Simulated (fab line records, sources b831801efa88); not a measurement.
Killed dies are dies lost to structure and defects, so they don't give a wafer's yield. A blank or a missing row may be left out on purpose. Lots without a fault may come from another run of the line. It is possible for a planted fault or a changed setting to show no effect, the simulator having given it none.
Which tool is to blame? | flow sky130 | 12 lots with 36 wafers sampled at 2 steps, on a route of 708 steps

## WHAT THE GAUGES SHOWED, per wafer
SKY_SONOS_ONO_THK_MEAS_05.
lot  | measured     | on            | SONOS_ONO_CVD_04_THK (nm)
L351 | day 11 17:04 | film_metro-02 | 5.79 5.66 5.67
L353 | day 12 04:57 | film_metro-01 | 5.76 5.77 5.81
L355 | day 12 18:28 | film_metro-03 | 5.85 5.90 5.95
L356 | day 13 10:01 | film_metro-01 | 5.64 5.54 5.64
L357 | day 14 05:41 | film_metro-02 | 5.80 5.64 5.77
L358 | day 14 05:43 | film_metro-03 | 5.88 5.86 5.93
L359 | day 14 17:14 | film_metro-01 | 5.82 5.85 5.81
L360 | day 14 20:05 | film_metro-03 | 5.74 5.73 5.65
L361 | day 14 21:19 | film_metro-01 | 5.88 5.87 5.82
L365 | day 16 09:20 | film_metro-01 | 5.61 5.73 5.49
L369 | day 18 07:50 | film_metro-01 | 5.80 5.73 5.63
L371 | day 18 10:40 | film_metro-02 | 6.19 6.14 6.15

SKY_SPACER_THK_MEAS_01.
lot  | measured     | on            | SPACER_CVD_00_THK (nm)
L351 | day 22 23:16 | film_metro-04 | 42.7 42.9 42.9
L353 | day 23 12:25 | film_metro-03 | 43.2 43.2 43.4
L355 | day 24 09:04 | film_metro-02 | 43.0 43.0 42.9
L356 | day 25 02:50 | film_metro-03 | 44.0 43.5 43.5
L357 | day 26 03:41 | film_metro-02 | 43.1 43.1 43.1
L358 | day 26 00:07 | film_metro-03 | 43.4 44.0 43.6
L359 | day 26 09:56 | film_metro-04 | 42.5 42.3 42.7
L360 | day 26 17:20 | film_metro-04 | 44.0 43.9 44.0
L361 | day 26 19:23 | film_metro-03 | 43.7 43.4 44.0
L365 | day 28 04:15 | film_metro-04 | 43.1 43.1 42.8
L369 | day 29 23:05 | film_metro-02 | 44.1 44.4 43.8
L371 | day 30 03:05 | film_metro-03 | 43.2 43.2 43.6

## WHAT TOOL EACH LOT RAN ON (gives the tool, then ch and the chambers of the sampled wafers, and finally the start)
The record shows no process step preceding these readings.

## AS READ BY THE TOOLS THEMSELVES (means over the sampled wafers that have a number; for cases with no such wafer, the mark the record gives instead)
The record holds no such reading with a usual standard deviation.

## THE ANSWER, worked out from the rows above alone
Rule: what is usual is taken from the lots themselves. The widest of any qualifying gaps counts: lots, ordered by their means at a reading, are off when they make up no more than a third of the lots, leave a main group of 4 or more, and stand apart from it by 3 or more times the standard deviation of that group's means. A main group whose means are all the same, to the digits that the tables above print for the reading, isn't used. A lot without any number at a reading at which 4 lots or more have one is off too. The other lots that the step has rows for count as sound. After the gauges, taken in route order, come the tools' own readings; for these a lot's mean is taken, as printed above. The first step at which some lot is off is used, and at that step the reading that is off furthest; a lot without a number counts as furthest.
No lot is off at any reading shown: from this, nothing can be told.

## WHAT WAS PUT IN BY THE SIMULATOR
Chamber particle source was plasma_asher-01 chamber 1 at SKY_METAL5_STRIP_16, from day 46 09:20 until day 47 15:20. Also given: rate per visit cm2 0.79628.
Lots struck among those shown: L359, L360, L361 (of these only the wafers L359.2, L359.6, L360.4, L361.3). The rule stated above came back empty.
